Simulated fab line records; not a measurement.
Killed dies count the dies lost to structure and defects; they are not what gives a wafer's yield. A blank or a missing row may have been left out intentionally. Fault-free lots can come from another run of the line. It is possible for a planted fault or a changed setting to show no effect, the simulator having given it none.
fab line records	flow sky130
[record] lots = 6	wafers = 18	last_day = 50
route steps=708 shown LDD_LDN@289 PAD_OPEN@708
lots that met no fault: from a run of the same line without faults
start_h: hours from the record's first day to the start of the lot's first wafer shown	wait_h: time in hours since the lot's previous step	" same as the row above	L1.1+2: one row covering several wafers at once	- value missing, or start not given	* or withheld: withheld	< > ~ a bound
route shown NAME@n: a module of which the file shows steps, and the number in the route of the first	usual: mean/standard deviation of fault-free wafers	same: alike in all rows	chamber/n: place in a boat	sites: the reading at each site	_std_site: how widely they spread, as a standard deviation	_edge_site: inner sites' mean taken away from outer sites' mean	radius_mm: how far each site lies from the wafer's centre	mask NAME#n: copy n	behind: the tool/chamber that last shaped the wafer	hold: the reason the lot was held/the length of the hold in hours/how it ended	device: the n, p or np transistor that did not switch	end of line: the tests these same wafers got at the end of their route	a step without rows: its recipe alone	killed: not the wafer's yield, but the dies lost to structure and defects at the first sort	map: a wafer's dies, marking killed ones x, the rest . and places with no die _
set.NAME: the run value of the setting; set.NAME@STEP: its run value at that earlier step	model.NAME: the simulator's own value behind a step, which no gauge read
certain route steps with their lots: each step a table, each wafer a row
services: when a tool's chamber went out of use (start_h, in hours from the record's first day, below 0 if earlier), for how many hours, and the reason
[[steps]]
[step SKY_LDD_LDN_DEHYDRATE_00]
[recipe] temp_c = 200	time_s = 60
[step SKY_LDD_LDN_HMDS_01]
[recipe] prime_time_s = 60	prime_temp_c = 120
[step SKY_LDD_LDN_COAT_02]
[recipe] resist = NOVOLAK	spin_rpm = 3000	resist_thk_nm = 1140
[step SKY_LDD_LDN_SOFTBAKE_03]
[recipe] temp_c = 90	time_s = 60	resist = NOVOLAK
[step SKY_LDD_LDN_EXPOSE_04]
[recipe] mask_id = LDNTM	na = 0.6	source_shape = conventional	sigma_outer = 0.6	polarization = unpolarized	target_cd_nm = 700	dose_mj = 140
[step SKY_LDD_LDN_PEB_05]
[recipe] temp_c = withheld	time_s = *	resist = NOVOLAK
[step SKY_LDD_LDN_DEVELOP_06]
[recipe] resist = NOVOLAK	developer = TMAH	develop_time_s = 60	dev_temp_c = 23
[step SKY_LDD_LDN_OVL_MEAS_07]
[usual] LDD_LDN_OVL = -0.5/1.2
lot.wafer	tool	chamber	start_h	wait_h	LDD_LDN_OVL[nm]
L994.3	overlay-02	-	544.01	0.1	0.2
L994.4	"	-	"	"	0.5
L994.5	"	-	"	"	-0.6
L995.2	overlay-01	-	564.37	0.1	-2.4
L995.3	"	-	"	"	-0.3
L995.5	"	-	"	"	-0.7
L106.4	overlay-02	-	659.97	0.1	-1.9
L106.5	"	-	"	"	-2.3
L106.6	"	-	"	"	-0.4
L108.2	overlay-01	-	667.56	0.1	0.0
L108.3	"	-	"	"	0.0
L108.4	"	-	"	"	0.6
L113.1	overlay-01	-	708.26	0.1	-1.0
L113.3	"	-	"	"	0.5
L113.4	"	-	"	"	-1.9
L114.1	overlay-01	-	718.66	0.1	-0.6
L114.5	"	-	"	"	0.0
L114.6	"	-	"	"	-0.7
[step SKY_LDD_LDN_IMPLANT_08]
[recipe] species = As	energy_kev = 15	dose_cm2 = 1.25e+13	tilt_deg = withheld	rotation_deg = 23
[step SKY_LDD_LDN_IMPLANT_09]
[recipe] species = As	energy_kev = 15	dose_cm2 = 1.25e+13	tilt_deg = withheld	rotation_deg = 113
[step SKY_LDD_LDN_IMPLANT_10]
[recipe] species = As	energy_kev = 15	dose_cm2 = 1.25e+13	tilt_deg = withheld	rotation_deg = 203
[step SKY_LDD_LDN_IMPLANT_11]
[recipe] species = As	energy_kev = 15	dose_cm2 = 1.25e+13	tilt_deg = withheld	rotation_deg = 293
[step SKY_LDD_LDN_STRIP_12]
[recipe] chemistry = O2/N2	power_w = 1400	pressure_mtorr = 1500	platen_temp_c = withheld	o2_flow_sccm = 3000	n2_flow_sccm = 300	overash_fraction = 0.5
[usual] chamber_pressure_mTorr = 1499.8/1.4	drypump_motor_current_A = 5.6/0.56	oes_product_au = 0.716/0.0046	strip_time_to_endpoint_s = 14.19/0.037
lot.wafer	tool	chamber	start_h	wait_h	chamber_pressure_mTorr	drypump_motor_current_A	oes_product_au	rf_hours_counter_h	strip_time_to_endpoint_s	model.NOVOLAK_of_LDD_LDN_COAT_02.thk_nm
L994.3	plasma_asher-04	0	544.67	0.1	1498.4	5.1	0.718	-	14.14	0
L994.4	"	1	"	"	1498.9	6.4	0.711	-	14.18	0
L994.5	"	1	"	"	1500.5	6.3	0.714	-	14.20	0
L995.2	plasma_asher-01	0	565.00	0.1	1501.6	5.0	0.707	13	14.15	0
L995.3	"	0	"	"	1501.0	5.0	0.720	-	14.14	0
L995.5	"	0	"	"	1501.0	5.0	0.711	-	14.16	0
L106.4	plasma_asher-04	0	660.62	0.1	-	-	-	-	-	1143
L106.5	"	0	"	"	-	-	-	-	-	1147
L106.6	"	1	"	"	-	-	-	-	-	1144
L108.2	plasma_asher-02	1	668.19	0.1	-	-	-	-	-	1141
L108.3	"	0	"	"	-	-	-	-	-	1140
L108.4	"	1	"	"	-	-	-	-	-	1141
L113.1	plasma_asher-04	1	708.90	0.1	1500.6	6.3	0.709	88	14.15	0
L113.3	"	1	"	"	1498.1	6.3	0.722	-	14.14	0
L113.4	"	0	"	"	1499.1	5.0	0.715	-	14.18	0
L114.1	plasma_asher-01	0	719.29	0.1	1500.8	5.0	0.711	28	14.27	0
L114.5	"	0	"	"	1498.6	5.0	0.713	-	14.24	0
L114.6	"	1	"	"	1496.9	6.1	0.721	-	14.26	0
[step SKY_LDD_LDN_TW_MEAS_13]
[usual] LDD_LDN_TW = 1491/7.4
lot.wafer	tool	chamber	start_h	wait_h	LDD_LDN_TW
L994.3	film_metro-01	-	544.75	0.1	1502
L994.4	"	-	"	"	1497
L994.5	"	-	"	"	1499
L995.2	film_metro-04	-	565.11	0.1	1499
L995.3	"	-	"	"	1494
L995.5	"	-	"	"	1493
L106.4	film_metro-04	-	660.72	0.1	1498
L106.5	"	-	"	"	1497
L106.6	"	-	"	"	1495
L108.2	film_metro-01	-	668.30	0.1	1488
L108.3	"	-	"	"	1488
L108.4	"	-	"	"	1493
L113.1	film_metro-01	-	709.00	0.1	1505
L113.3	"	-	"	"	1495
L113.4	"	-	"	"	1502
L114.1	film_metro-01	-	719.39	0.1	1490
L114.5	"	-	"	"	1498
L114.6	"	-	"	"	1490
[step SKY_PAD_OPEN_PROBE_99]
[usual] killed_at_M0_to_M3 = 43/7.1	killed_at_M4_up = 3.2/1.9	killed_at_contacts = 23/5.1	killed_at_front_end = 15/4.5	killed_at_other = 0.4/0.65	killed_dies = 85/9.4	killed_on_rim = 17/4	killed_open = 47/6.8	killed_short = 38/6.1
[same] gross_dies = 492	killed_at_back_side = 0
lot.wafer	tool	chamber	start_h	wait_h	killed_at_M0_to_M3	killed_at_M4_up	killed_at_contacts	killed_at_front_end	killed_at_other	killed_dies	killed_on_rim	killed_open	killed_short
L994.3	prober-02	-	1097.17	0.2	30	1	25	20	0	76	13	44	30
L994.4	prober-02	-	1097.22	0.2	34	2	31	6	0	73	19	40	33
L994.5	prober-02	-	1097.27	0.2	45	11	19	12	0	87	19	50	35
L995.2	prober-01	-	1109.91	0.1	49	3	27	12	2	93	19	57	36
L995.3	prober-01	-	1109.96	0.2	54	6	27	13	0	100	11	48	52
L995.5	prober-01	-	1110.06	0.2	44	3	11	21	0	79	17	41	38
L106.4	prober-01	-	1171.62	0.2	29	4	17	442	0	492	96	38	27
L106.5	prober-01	-	1171.67	0.2	44	4	18	425	1	492	96	46	39
L106.6	prober-01	-	1171.72	0.2	50	6	16	420	0	492	96	41	45
L108.2	prober-02	-	1177.36	0.1	37	0	28	427	0	492	96	39	34
L108.3	prober-02	-	1177.41	0.2	50	2	26	414	0	492	96	56	43
L108.4	prober-02	-	1177.46	0.2	45	2	29	416	0	492	96	51	38
L113.1	prober-01	-	1198.58	0.1	45	4	23	9	0	81	19	33	48
L113.3	prober-01	-	1198.68	0.2	41	1	20	17	0	79	17	41	36
L113.4	prober-01	-	1198.73	0.2	23	7	27	14	1	72	18	45	25
// killed by level:class
L994.3 LI_CONTACT:geometric_particle:open=10 CONTACT:geometric_particle:open=8 VIA1:geometric_particle:open=6 FIELD_ISO:geometric_particle:open=5 FIELD_ISO:geometric_particle:short=4 POLY_GATE:geometric_particle:short=4 VIA2:geometric_particle:open=4 CONTACT:geometric_particle:short=4
L994.4 LI_CONTACT:geometric_particle:open=8 CONTACT:geometric_particle:open=8 VIA2:geometric_particle:open=6 CONTACT:geometric_particle:short=6 METAL1:geometric_particle:short=6 VIA1:geometric_particle:open=5 LOCAL_INTERCONNECT:geometric_particle:short=5 METAL2:geometric_particle:short=5
L994.5 VIA1:geometric_particle:open=13 LI_CONTACT:geometric_particle:open=8 CONTACT:geometric_particle:open=7 METAL4:geometric_particle:short=7 METAL2:geometric_particle:short=6 VIA3:geometric_particle:open=6 FIELD_ISO:geometric_particle:open=5 VIA2:geometric_particle:open=5
L995.2 CONTACT:geometric_particle:open=12 VIA1:geometric_particle:open=12 VIA2:geometric_particle:open=11 VIA1:geometric_particle:short=7 POLY_GATE:geometric_particle:open=5 LI_CONTACT:geometric_particle:open=5 METAL1:geometric_particle:short=5 VIA3:geometric_particle:open=5
L995.3 VIA1:geometric_particle:open=10 CONTACT:geometric_particle:open=9 FIELD_ISO:geometric_particle:short=7 VIA1:geometric_particle:short=7 VIA3:geometric_particle:open=7 LI_CONTACT:geometric_particle:short=6 VIA2:geometric_particle:open=6 METAL1:geometric_particle:short=5
L995.5 VIA1:geometric_particle:open=12 POLY_GATE:geometric_particle:open=6 VIA3:geometric_particle:open=6 METAL2:geometric_particle:short=5 VIA2:geometric_particle:short=5 VIA2:geometric_particle:open=5 FIELD_ISO:geometric_particle:short=4 METAL1:geometric_particle:short=4
L106.4 SPACER:area_cvd=427 LI_CONTACT:geometric_particle:open=5 CONTACT:geometric_particle:open=5 VIA3:geometric_particle:open=5 CONTACT:geometric_particle:short=4 VIA1:geometric_particle:open=4 VIA2:geometric_particle:open=4 FIELD_ISO:geometric_particle:short=3
L106.5 SPACER:area_cvd=406 VIA1:geometric_particle:open=10 CONTACT:geometric_particle:open=7 VIA3:geometric_particle:open=7 FIELD_ISO:geometric_particle:open=5 CONTACT:geometric_particle:short=5 METAL1:geometric_particle:short=5 VIA2:geometric_particle:short=4
L106.6 SPACER:area_cvd=406 VIA2:geometric_particle:open=8 VIA3:geometric_particle:open=8 VIA1:geometric_particle:open=7 VIA1:geometric_particle:short=6 VIA2:geometric_particle:short=6 FIELD_ISO:geometric_particle:short=5 METAL1:geometric_particle:short=5
L108.2 SPACER:area_cvd=419 CONTACT:geometric_particle:open=10 LI_CONTACT:geometric_particle:open=8 VIA1:geometric_particle:open=7 METAL2:geometric_particle:short=7 VIA2:geometric_particle:short=5 VIA1:geometric_particle:short=5 LOCAL_INTERCONNECT:geometric_particle:short=4
L108.3 SPACER:area_cvd=393 VIA2:geometric_particle:open=12 CONTACT:geometric_particle:open=9 VIA1:geometric_particle:open=7 VIA3:geometric_particle:open=7 POLY_GATE:geometric_particle:open=6 POLY_GATE:geometric_particle:short=5 LOCAL_INTERCONNECT:geometric_particle:short=5
L108.4 SPACER:area_cvd=403 CONTACT:geometric_particle:open=12 VIA3:geometric_particle:open=11 LI_CONTACT:geometric_particle:open=7 METAL2:geometric_particle:short=7 VIA1:geometric_particle:short=6 VIA1:geometric_particle:open=6 CONTACT:geometric_particle:short=5
L113.1 METAL1:geometric_particle:short=9 VIA1:geometric_particle:short=9 VIA3:geometric_particle:open=9 LI_CONTACT:geometric_particle:open=7 LOCAL_INTERCONNECT:geometric_particle:short=6 METAL2:geometric_particle:short=6 CONTACT:geometric_particle:open=5 VIA1:geometric_particle:open=4
L113.3 VIA1:geometric_particle:open=14 LOCAL_INTERCONNECT:geometric_particle:short=7 LI_CONTACT:geometric_particle:open=5 VIA3:geometric_particle:open=5 METAL2:geometric_particle:short=5 VIA2:geometric_particle:open=5 FIELD_ISO:geometric_particle:short=4 POLY_GATE:geometric_particle:short=4
L113.4 CONTACT:geometric_particle:open=8 VIA1:geometric_particle:open=8 POLY_GATE:geometric_particle:open=6 CONTACT:geometric_particle:short=6 LI_CONTACT:geometric_particle:open=5 LI_CONTACT:geometric_particle:short=3 LOCAL_INTERCONNECT:geometric_particle:open=3 VIA2:geometric_particle:open=3
// map L106.4 (x killed, . not)
__________xxxxxxxxxx_________
________xxxxxxxxxxxxxx_______
______xxxxxxxxxxxxxxxxxx_____
_____xxxxxxxxxxxxxxxxxxxx____
____xxxxxxxxxxxxxxxxxxxxxx___
___xxxxxxxxxxxxxxxxxxxxxxxx__
__xxxxxxxxxxxxxxxxxxxxxxxxxx_
_xxxxxxxxxxxxxxxxxxxxxxxxxxxx
_xxxxxxxxxxxxxxxxxxxxxxxxxxxx
_xxxxxxxxxxxxxxxxxxxxxxxxxxxx
_xxxxxxxxxxxxxxxxxxxxxxxxxxxx
_xxxxxxxxxxxxxxxxxxxxxxxxxxxx
_xxxxxxxxxxxxxxxxxxxxxxxxxxxx
_xxxxxxxxxxxxxxxxxxxxxxxxxxxx
_xxxxxxxxxxxxxxxxxxxxxxxxxxxx
__xxxxxxxxxxxxxxxxxxxxxxxxxx_
___xxxxxxxxxxxxxxxxxxxxxxxx__
____xxxxxxxxxxxxxxxxxxxxxx___
_____xxxxxxxxxxxxxxxxxxxx____
______xxxxxxxxxxxxxxxxxx_____
________xxxxxxxxxxxxxx_______
__________xxxxxxxxxx_________
// map L108.2 (x killed, . not)
__________xxxxxxxxxx_________
________xxxxxxxxxxxxxx_______
______xxxxxxxxxxxxxxxxxx_____
_____xxxxxxxxxxxxxxxxxxxx____
____xxxxxxxxxxxxxxxxxxxxxx___
___xxxxxxxxxxxxxxxxxxxxxxxx__
__xxxxxxxxxxxxxxxxxxxxxxxxxx_
_xxxxxxxxxxxxxxxxxxxxxxxxxxxx
_xxxxxxxxxxxxxxxxxxxxxxxxxxxx
_xxxxxxxxxxxxxxxxxxxxxxxxxxxx
_xxxxxxxxxxxxxxxxxxxxxxxxxxxx
_xxxxxxxxxxxxxxxxxxxxxxxxxxxx
_xxxxxxxxxxxxxxxxxxxxxxxxxxxx
_xxxxxxxxxxxxxxxxxxxxxxxxxxxx
_xxxxxxxxxxxxxxxxxxxxxxxxxxxx
__xxxxxxxxxxxxxxxxxxxxxxxxxx_
___xxxxxxxxxxxxxxxxxxxxxxxx__
____xxxxxxxxxxxxxxxxxxxxxx___
_____xxxxxxxxxxxxxxxxxxxx____
______xxxxxxxxxxxxxxxxxx_____
________xxxxxxxxxxxxxx_______
__________xxxxxxxxxx_________
[[services]]
tool	chamber	start_h	hours	kind
plasma_asher-02	-	552.52	3.8	repair
plasma_asher-02	-	564.45	0.4	repair
plasma_asher-01	-	571.96	3.2	repair
plasma_asher-02	-	572.81	2.8	pm
plasma_asher-01	-	633.67	4.3	pm
[[key]]
[first_sign] step = SKY_LDD_LDN_STRIP_12	reading = tool_record	direction = missing
[effect] step = SKY_PAD_OPEN_PROBE_99	reading = killed_at_front_end	direction = up	sigmas = 90	usual = 15	struck = 424
[model_effect] step = SKY_LDD_LDN_STRIP_12	value = NOVOLAK_of_LDD_LDN_COAT_02.thk_nm	without = 0	struck = 1143
[more_kills_born_at] SKY_SPACER_CVD_00@lpcvd-02 = 2454
met_at SKY_LDD_LDN_STRIP_12
struck_wafers L106.4,L106.5,L106.6,L108.2,L108.3,L108.4
later_rows_left_out L106.4,L106.5,L106.6,L108.2,L108.3,L108.4
tester_left_out L106,L108
onset_between 544.67 660.62
[fault] kind = skipped_step_whole	tool = plasma_asher-02,plasma_asher-04	chamber = -	onset_h = 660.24	steps = SKY_LDD_LDN_STRIP_12	scope = struck_lots_only
// tester_left_out: of these lots the tester's yield and bins aren't shown, on N5 and GAA mostly nor the transistor test; their killed dies are dies lost to structure and defects alone, not to doping, threshold or leakage, so they don't give the yield
// later_rows_left_out: the simulator's readings of these wafers behind a module that went badly wrong aren't trusted and aren't shown, but for the sort
